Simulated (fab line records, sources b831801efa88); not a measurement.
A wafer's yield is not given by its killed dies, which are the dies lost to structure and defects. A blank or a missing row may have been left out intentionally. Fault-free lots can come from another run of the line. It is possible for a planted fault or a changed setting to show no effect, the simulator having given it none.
A lot that was struck, set against a sound lot :: flow sfq-line :: 42 out of 325 route steps
Sound: wafers L718.1, L718.3, L718.4. Struck: wafer L737.6; the same lot's L737.3 was not struck, so it is left out; see the end for the cause.
Each step with rows lists, per side, the tool, then ch with its chambers, then its first start. Under that, the readings that differ: sound wafers :: struck wafers :: difference of the means :: sigmas: that difference in standard deviations of wafers without a fault.
alike: readings whose means differ by less than 2 such deviations, and words and numbers that are the same on both sides. not compared: withheld readings, readings that some wafer has no value for, bounds like >300 that may hide the same value, and numbers for which the record gives no deviation and whose values overlap.
The two part at a step that has a row with sigmas, a row that says differs or no value, or rows on one side only. When numbers do not overlap yet have no deviation, they are printed without sigmas and do not part them. A reading missing from all wafers of one side parts the sides only when that side holds two or more wafers.

first, 3 steps without rows for these wafers: SFQ_TRILAYER_M2_STRIP_SOLV_CLEAN_062 (cleans in NMP, time 600 s); SFQ_TRILAYER_I2_DEP_PECVD_063 (deposits SiO2 from SiH4/N2O, time 111.11 s, target thk 500 nm); SFQ_TRILAYER_I2_CMP_CMP_064 (polishes SiO2).
SFQ_I2_BOW_MEAS_917:
  struck on film-metro-04, day 30 23:08; sound on film-metro-04, day 22 03:33
  alike: I2_BOW
then, 7 steps without rows for these wafers: SFQ_TRILAYER_I2_METRO_MEASURE_065; SFQ_TRILAYER_I2_VIA_LITHO_COAT_072 (resist thk 62 nm); SFQ_TRILAYER_I2_VIA_LITHO_COAT_067 (resist thk 650 nm); SFQ_TRILAYER_I2_VIA_LITHO_SOFTBAKE_071; SFQ_TRILAYER_I2_VIA_LITHO_EXPOSE_068 (exposes mask I2, target cd 500 nm); SFQ_TRILAYER_I2_VIA_LITHO_PEB_070 (peb time 60 s); SFQ_TRILAYER_I2_VIA_LITHO_DEVELOP_069 (time 60 s).
SFQ_I2_OVL_MEAS_918:
  struck on overlay-02, day 31 15:10; sound on overlay-02, day 22 07:45
  alike: I2_OVL
SFQ_TRILAYER_I2_VIA_BARC_OPEN_VIA_ETCH_096: etches BARC in O2, target depth 125 nm, time 41.7 s.
  sound on rie-diel-03 ch 0,2,3, day 22 07:47; struck on rie-diel-03 ch 3, day 31 15:11
reading: model.KrF_of_TRILAYER_I2_VIA_LITHO_COAT_067.thk-nm (nm)
sound: 572.1 574.1 573
struck: 577.7
difference: +4.6
sigmas: 
  alike: drypump-motor-current-A, oes-product-au
  not compared: rf-hours-counter-h
SFQ_TRILAYER_I2_VIA_ETCH_VIA_ETCH_070: etches SiO2 in CHF3, stops on Nb, target depth 260 nm.
  sound on rie-diel-03 ch 0,2,3, day 22 07:50; struck on rie-diel-03 ch 3, day 31 15:14
reading: model.KrF_of_TRILAYER_I2_VIA_LITHO_COAT_067.thk-nm (nm)
sound: 528.1 529.3 528.7
struck: 533.1
difference: +4.4
sigmas: 
  alike: drypump-motor-current-A, oes-product-au
SFQ_TRILAYER_I2_VIA_STRIP_STRIP_071: strips in O2.
  sound on rie-metal-02 ch 0,1, day 22 07:56; struck on rie-metal-03 ch 0, day 31 15:32
  alike: drypump-motor-current-A, oes-product-au
  not compared: rf-hours-counter-h
then, 3 steps without rows for these wafers: SFQ_TRILAYER_I2_VIA_STRIP_SOLV_CLEAN_072 (cleans in NMP, time 600 s); SFQ_TRILAYER_M3_DEP_PRE_CLEAN_074 (time 22.5 s); SFQ_TRILAYER_M3_DEP_SPUTTER_073 (material Nb, target thk 200 nm, time 133.3 s).
SFQ_M3_RS_MEAS_919: a four-point-probe measurement.
  struck on film-metro-04, day 31 16:17; sound on film-metro-04, day 22 08:50
  alike: M3_NB_RS
then, 6 steps without rows for these wafers: SFQ_TRILAYER_M3_LITHO_COAT_080 (resist thk 62 nm); SFQ_TRILAYER_M3_LITHO_COAT_075 (resist thk 600 nm); SFQ_TRILAYER_M3_LITHO_SOFTBAKE_079; SFQ_TRILAYER_M3_LITHO_EXPOSE_076 (exposes mask M3, target cd 500 nm); SFQ_TRILAYER_M3_LITHO_PEB_078 (peb time 60 s); SFQ_TRILAYER_M3_LITHO_DEVELOP_077 (time 60 s).
-- the record jumps here: 6 days lie between the struck wafers' starts before and after --
SFQ_M3_OVL_MEAS_921:
  struck on overlay-01, day 37 16:14; sound on overlay-01, day 28 17:40
  alike: M3_OVL
then, 1 step without rows for these wafers: SFQ_TRILAYER_M3_BARC_OPEN_METAL_ETCH_100 (etches BARC in O2, target depth 125 nm, time 41.7 s).
SFQ_TRILAYER_M3_ETCH_METAL_ETCH_078: etches Nb in Cl2/Ar, stops on SiO2, target depth 240 nm, time 120 s.
  sound on rie-metal-01 ch 0,1, day 28 17:46; struck on rie-metal-03 ch 1, day 37 16:22
  alike: drypump-motor-current-A, oes-product-au
  not compared: rf-hours-counter-h
then, 2 steps without rows for these wafers: SFQ_TRILAYER_M3_STRIP_STRIP_079 (strips in O2); SFQ_TRILAYER_M3_STRIP_SOLV_CLEAN_080 (cleans in NMP, time 600 s).
SFQ_TRILAYER_I3_DEP_PECVD_081: deposits SiO2 from SiH4/N2O, time 111.11 s, target thk 500 nm.
  sound on pecvd-02 ch 0,2, day 28 18:40; struck on pecvd-02 ch 2, day 37 17:13
  alike: heater-power-w, throttle-valve-pct
SFQ_TRILAYER_I3_CMP_CMP_082: polishes SiO2.
  sound on cmp-01 ch 0,2,3, day 28 21:11; struck on cmp-01 ch 0, day 38 08:43
  alike: edge-zone-pressure-frac, motor-current-A, platen-rpm, time-to-endpoint-s
SFQ_I3_BOW_MEAS_922:
  struck on film-metro-02, day 38 09:15; sound on film-metro-04, day 29 00:11
  alike: I3_BOW
SFQ_TRILAYER_I3_METRO_MEASURE_083:
  struck on film-metro-02, day 38 09:44; sound on film-metro-04, day 29 00:18
  alike: thk-nm
then, 6 steps without rows for these wafers: SFQ_TRILAYER_I3_VIA_LITHO_COAT_090 (resist thk 62 nm); SFQ_TRILAYER_I3_VIA_LITHO_COAT_085 (resist thk 650 nm); SFQ_TRILAYER_I3_VIA_LITHO_SOFTBAKE_089; SFQ_TRILAYER_I3_VIA_LITHO_EXPOSE_086 (exposes mask I3, target cd 500 nm); SFQ_TRILAYER_I3_VIA_LITHO_PEB_088 (peb time 60 s); SFQ_TRILAYER_I3_VIA_LITHO_DEVELOP_087 (time 60 s).
-- the record jumps here: 6 days lie between the struck wafers' starts before and after --
SFQ_I3_OVL_MEAS_923:
  struck on overlay-01, day 44 04:39; sound on overlay-02, day 35 01:34
  alike: I3_OVL
-- the record jumps here: 7 days lie between the struck wafers' starts before and after --
SFQ_TRILAYER_I4_METRO_MEASURE_101:
  struck on film-metro-03, day 51 03:40; sound on film-metro-01, day 41 02:44
  alike: thk-nm

WHERE THEY PART
Nowhere in this record.

WHY: whatever the simulator had introduced
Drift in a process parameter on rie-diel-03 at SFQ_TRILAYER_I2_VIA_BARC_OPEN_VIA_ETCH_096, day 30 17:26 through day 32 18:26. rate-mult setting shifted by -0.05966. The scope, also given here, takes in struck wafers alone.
